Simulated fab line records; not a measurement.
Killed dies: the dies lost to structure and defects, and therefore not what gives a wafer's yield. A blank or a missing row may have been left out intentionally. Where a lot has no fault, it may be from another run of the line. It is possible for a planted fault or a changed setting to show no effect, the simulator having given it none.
Which tool did it? | flow sky130 | Sampling: 12 lots, 36 wafers, 3 of 708 route steps

## WHAT THE GAUGES READ, wafer by wafer
SKY_VT_ADJUST_HVTP_CD_MEAS_07: target cd 380 nm. Usual: 379.7 nm for cd_nm, sd 2.2.
lot  | measured     | on        | cd_nm (nm)                    | flag
L128 | day 6 07:16  | cd_sem-02 | 381.5 381.4 382.8             |
L130 | day 6 19:38  | cd_sem-02 | 381.5 383.4 382.5             |
L131 | day 7 02:32  | cd_sem-01 | 380.7 377.9 380.8             |
L132 | day 7 06:23  | cd_sem-02 | 377.1 375.9 377.6             |
L133 | day 7 17:10  | cd_sem-02 | 381.8 382.0 382.1             |
L135 | day 8 05:56  | cd_sem-02 | 374.2 375.9 377.0             |
L136 | day 8 12:56  | cd_sem-01 | 381.6 380.2 382.1             |
L139 | day 9 04:26  | cd_sem-02 | 376.9 377.3 379.7             |
L140 | day 9 14:38  | cd_sem-02 | 378.0 379.8 376.8             |
L141 | day 10 00:04 | cd_sem-02 | 62.5 64.3 65.7 62.8 64.7 66.3 | OFF
L142 | day 10 01:25 | cd_sem-01 | 383.5 383.9 381.6             |
L145 | day 10 17:47 | cd_sem-02 | 65.1 68.6 65.0 65.5 69.2 64.9 | OFF

## EACH LOT AND THE TOOL THAT RAN IT (in order: tool; ch and the chambers of the sampled wafers; start)
lot  | SKY_NWELL_STRIP_14                  | SKY_VT_ADJUST_HVTP_DEVELOP_06
L128 | plasma_asher-03 ch 0,1, day 4 18:01 | litho_track-04 ch 0, day 6 07:07
L130 | plasma_asher-02 ch 0,1, day 5 05:43 | litho_track-02 ch 0, day 6 19:30
L131 | plasma_asher-01 ch 0,1, day 5 12:16 | litho_track-02 ch 0, day 7 02:24
L132 | plasma_asher-02 ch 0, day 5 15:58   | litho_track-03 ch 0, day 7 06:14
L133 | plasma_asher-01 ch 0,1, day 6 00:52 | litho_track-04 ch 0, day 7 17:01
L135 | plasma_asher-02 ch 0,1, day 6 14:36 | litho_track-04 ch 0, day 8 05:47
L136 | plasma_asher-01 ch 0,1, day 6 20:37 | litho_track-03 ch 0, day 8 12:47
L139 | plasma_asher-03 ch 0,1, day 7 10:52 | litho_track-02 ch 0, day 9 04:18
L140 | plasma_asher-02 ch 0,1, day 7 20:24 | litho_track-03 ch 0, day 9 14:30
L141 | plasma_asher-01 ch 0,1, day 8 04:02 | litho_track-03 ch 0, day 9 23:56
L142 | plasma_asher-03 ch 1, day 8 04:52   | litho_track-02 ch 0, day 10 01:16
L145 | plasma_asher-02 ch 0,1, day 8 20:19 | litho_track-03 ch 0, day 10 17:38
- SKY_NWELL_STRIP_14: strips in O2/N2.
- SKY_VT_ADJUST_HVTP_DEVELOP_06: develop time 60 s.

## AS READ BY THE TOOLS THEMSELVES (means over the sampled wafers that have a number; for cases with no such wafer, the mark the record gives instead)
SKY_NWELL_STRIP_14. Usual: drypump_motor_current_A 6.29 A, standard deviation 0.23; oes_product_au 0.723 a.u., standard deviation 0.0044; strip_time_to_endpoint_s 36.94 s, standard deviation 0.12.
lot  | tool            | drypump_motor_current_A (A) | oes_product_au (a.u.) | strip_time_to_endpoint_s (s) | flag
L128 | plasma_asher-03 | 6.20                        | 0.718                 | 36.95                        |
L130 | plasma_asher-02 | 6.28                        | 0.724                 | 37.07                        |
L131 | plasma_asher-01 | 6.16                        | 0.722                 | 37.06                        |
L132 | plasma_asher-02 | 6.70                        | 0.722                 | 36.94                        |
L133 | plasma_asher-01 | 6.29                        | 0.724                 | 37.01                        |
L135 | plasma_asher-02 | 6.48                        | 0.724                 | 36.84                        |
L136 | plasma_asher-01 | 6.16                        | 0.720                 | 36.72                        |
L139 | plasma_asher-03 | 6.26                        | 0.721                 | 36.85                        |
L140 | plasma_asher-02 | 6.48                        | 0.721                 | 36.88                        |
L141 | plasma_asher-01 | 6.26                        | 0.720                 | 36.88                        |
L142 | plasma_asher-03 | 6.28                        | 0.729                 | 36.97                        |
L145 | plasma_asher-02 | 6.50                        | 0.724                 | 36.91                        |

SKY_VT_ADJUST_HVTP_DEVELOP_06. Usual: 23.02 C for resist_line_temp_C, sd 0.12.
lot  | tool           | resist_line_temp_C (C) | flag
L128 | litho_track-04 | 23.07                  |
L130 | litho_track-02 | 23.12                  |
L131 | litho_track-02 | 23.12                  |
L132 | litho_track-03 | 22.97                  |
L133 | litho_track-04 | 23.06                  |
L135 | litho_track-04 | 23.06                  |
L136 | litho_track-03 | 23.08                  |
L139 | litho_track-02 | 23.07                  |
L140 | litho_track-03 | 23.04                  |
L141 | litho_track-03 | 23.04                  |
L142 | litho_track-02 | 22.86                  |
L145 | litho_track-03 | 23.11                  |

## THE ANSWER, worked out from the rows above alone
Rule: a lot is off if the mean of its wafers that have a number lies more than 3 standard deviations from the usual mean. A lot without any number at a reading at which 4 lots or more have one is off too. All remaining lots with rows at the step are treated as sound. After the gauges, taken in route order, come the tools' own readings; for these a lot's mean is taken, as printed above. The first step at which some lot is off is used, and at that step the reading that is off furthest; a lot without a number counts as furthest.
Off at SKY_VT_ADJUST_HVTP_CD_MEAS_07 (cd_nm): L141, L145.
A tool fits if, at a process step before that reading, it ran every lot that is off, and no sound lot after the first of them. The gauges at SKY_VT_ADJUST_HVTP_CD_MEAS_07 are tried like those tools. This does not decide it: 2 tools fit, namely litho_track-03 at SKY_VT_ADJUST_HVTP_DEVELOP_06 and cd_sem-02 at SKY_VT_ADJUST_HVTP_CD_MEAS_07.

## WHAT HAD BEEN PUT IN BY THE SIMULATOR
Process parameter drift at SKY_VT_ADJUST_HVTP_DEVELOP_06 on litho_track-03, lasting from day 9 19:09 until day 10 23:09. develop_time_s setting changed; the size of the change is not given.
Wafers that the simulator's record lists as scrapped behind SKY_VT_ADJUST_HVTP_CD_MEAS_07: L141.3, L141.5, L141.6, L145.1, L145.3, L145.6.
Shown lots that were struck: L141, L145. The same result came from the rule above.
